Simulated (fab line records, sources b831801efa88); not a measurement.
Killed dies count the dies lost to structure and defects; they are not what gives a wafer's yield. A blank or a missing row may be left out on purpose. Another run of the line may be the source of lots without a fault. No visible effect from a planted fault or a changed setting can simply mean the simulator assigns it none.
A struck lot beside a sound one -- flow sfq_line -- 14 out of 325 route steps
Sound: the wafers L915.1, L915.4, L915.6. The struck wafers were L906.1, L906.5, L906.6. Last of all comes the cause.
Per side, at each step with rows, come the tool, then ch with its chambers, and then its first start. Under that, the readings that differ: sound wafers -- struck wafers -- difference of the means -- sigmas: that difference in standard deviations of wafers without a fault.
alike: words and numbers the same on both sides, and readings whose means are apart by under 2 such deviations; not compared: readings that were withheld, readings missing a value for some wafer, numbers with overlapping values and no deviation given by the record, and bounds like >300 which may hide the same value.
Wherever a step has rows on one side only, a row that says differs or no value, or a row with sigmas, the two part there. Non-overlapping numbers with no deviation appear without sigmas and do not part them. A reading missing from all wafers of one side parts the sides only when that side holds two or more wafers.

SFQ_TRILAYER_L0_BARC_OPEN_METAL_ETCH_010: etches BARC in O2, target depth 125 nm, time 41.7 s.
  sound on rie_metal-02 ch 0,1, day 7 17:43; struck on rie_metal-02 ch 0,1, day 5 05:42
  alike: bias_w, drypump_motor_current_A, oes_product_au
  not compared: rf_hours_counter_h
SFQ_TRILAYER_L0_ETCH_METAL_ETCH_008: etches MoNx KI in SF6/O2, stops on SiO2, target depth 50 nm, time 25 s.
  sound on rie_metal-02 ch 0,1, day 7 17:47; struck on rie_metal-02 ch 0,1, day 5 05:46
  alike: bias_w, drypump_motor_current_A, oes_product_au
  not compared: rf_hours_counter_h
SFQ_TRILAYER_L0_STRIP_STRIP_009: strips in O2.
  sound on rie_metal-02 ch 0,1, day 7 17:50; struck on rie_metal-02 ch 0,1, day 5 05:49
  alike: drypump_motor_current_A, oes_product_au
  not compared: rf_hours_counter_h
then, 1 step without rows for these wafers: SFQ_TRILAYER_L0_STRIP_SOLV_CLEAN_010 (cleans in NMP, time 600 s).
SFQ_TRILAYER_L0_CAP_PECVD_011: deposits SiO2 from SiH4/N2O, time 13.333 s, target thk 60 nm.
  sound on pecvd-04 ch 0,1,2, day 7 18:36; struck on pecvd-04 ch 0,2, day 5 06:35
  alike: heater_power_w, throttle_valve_pct
then, 6 steps without rows for these wafers: SFQ_TRILAYER_L0_VIA_LITHO_COAT_018 (resist thk 62 nm); SFQ_TRILAYER_L0_VIA_LITHO_COAT_013 (resist thk 650 nm); SFQ_TRILAYER_L0_VIA_LITHO_SOFTBAKE_017; SFQ_TRILAYER_L0_VIA_LITHO_EXPOSE_014 (exposes mask L0V, target cd 700 nm); SFQ_TRILAYER_L0_VIA_LITHO_PEB_016 (peb time 60 s); SFQ_TRILAYER_L0_VIA_LITHO_DEVELOP_015 (time 60 s).
SFQ_L0V_OVL_MEAS_903:
  sound on overlay-02 at day 8 01:44; struck on overlay-01 at day 5 16:27
  alike: L0V_OVL
SFQ_TRILAYER_L0_VIA_BARC_OPEN_VIA_ETCH_021: etches BARC in O2, target depth 125 nm, time 41.7 s.
  sound on rie_diel-04 ch 0,2, day 8 01:46; struck on rie_diel-03 ch 2,3, day 5 16:29
reading,sound,struck,difference,sigmas
bias_w (W),80.39 80.63 80.22,75.43 75.56 75.92,-4.78,-20
  alike: drypump_motor_current_A, oes_product_au
  not compared: rf_hours_counter_h
SFQ_TRILAYER_L0_VIA_ETCH_VIA_ETCH_016: etches SiO2 in CHF3, stops on MoNx KI, target depth 80 nm.
  sound on rie_diel-04 ch 0,2, day 8 01:48; struck on rie_diel-03 ch 2,3, day 5 16:32
  alike: bias_w, drypump_motor_current_A, oes_product_au

## WHERE THEY PART
Within this record, at SFQ_TRILAYER_L0_VIA_BARC_OPEN_VIA_ETCH_021 only. Later steps at which nothing parts them and some readings are alike: SFQ_TRILAYER_L0_VIA_ETCH_VIA_ETCH_016.

WHY: the cause the simulator had injected
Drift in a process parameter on rie_diel-03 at SFQ_TRILAYER_L0_VIA_BARC_OPEN_VIA_ETCH_021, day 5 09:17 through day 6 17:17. Setting bias_w, moved by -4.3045, from 80. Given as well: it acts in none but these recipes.
